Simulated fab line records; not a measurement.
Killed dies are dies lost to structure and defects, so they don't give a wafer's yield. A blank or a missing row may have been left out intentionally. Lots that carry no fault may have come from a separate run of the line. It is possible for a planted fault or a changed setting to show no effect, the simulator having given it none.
The tool behind it: which one? | flow gf180mcu | Sampling: 6 lots, 18 wafers, 2 of 602 route steps

WHAT EACH GAUGE READ, for each wafer
GF_MVPSD_OVL_MEAS_07.
lot  | measured     | on         | MVPSD_OVL (nm)
L333 | day 5 17:56  | overlay-02 | -0.6 -1.2 -3.5
L334 | day 6 01:38  | overlay-02 | 0.0 -2.2 -1.7
L338 | day 6 20:38  | overlay-02 | -3.0 -3.0 -2.3
L345 | day 8 18:11  | overlay-01 | -0.8 -0.8 -0.7
L347 | day 9 00:29  | overlay-02 | -76.6 -75.8 -76.6
L354 | day 10 16:32 | overlay-02 | 0.7 0.6 1.2

TOOL THAT RAN EACH LOT (tool first, then ch and the chambers of the sampled wafers, then the start)
lot  | GF_MVPSD_EXPOSE_04
L333 | iline stepper-01 ch 0, day 5 11:26
L334 | iline stepper-02 ch 0, day 5 18:43
L338 | iline stepper-02 ch 0, day 6 12:55
L345 | iline stepper-01 ch 0, day 8 10:56
L347 | iline stepper-02 ch 0, day 8 16:11
L354 | iline stepper-01 ch 0, day 10 07:33
- GF_MVPSD_EXPOSE_04: exposes mask MVPSD, target cd 1000 nm.

THE ANSWER, worked out from the rows above alone
Rule: the lots themselves supply what counts as usual. The widest of any qualifying gaps counts: lots, ordered by their means at a reading, are off when they make up no more than a third of the lots, leave a main group of 4 or more, and stand apart from it by 3 or more times the standard deviation of that group's means. If all means in a main group match to the digits the tables above print for the reading, that group is not used. A lot without any number at a reading at which 4 lots or more have one is off too. The other lots that the step has rows for count as sound.
Off: L347, seen at GF_MVPSD_OVL_MEAS_07 (MVPSD_OVL). The main group has a mean of -1.2 nm with a standard deviation of 1.2.
A tool fits if, at a process step before that reading, it ran every lot that is off, and no sound lot after the first of them. Gauges at GF_MVPSD_OVL_MEAS_07: tried the same way as those tools. One fits: iline stepper-02 at GF_MVPSD_EXPOSE_04. A fault onset in the window from L338 (day 6 12:55, its last sound lot) to L347 (day 8 16:11, its first lot off) fits.

WHAT HAD BEEN PUT IN BY THE SIMULATOR
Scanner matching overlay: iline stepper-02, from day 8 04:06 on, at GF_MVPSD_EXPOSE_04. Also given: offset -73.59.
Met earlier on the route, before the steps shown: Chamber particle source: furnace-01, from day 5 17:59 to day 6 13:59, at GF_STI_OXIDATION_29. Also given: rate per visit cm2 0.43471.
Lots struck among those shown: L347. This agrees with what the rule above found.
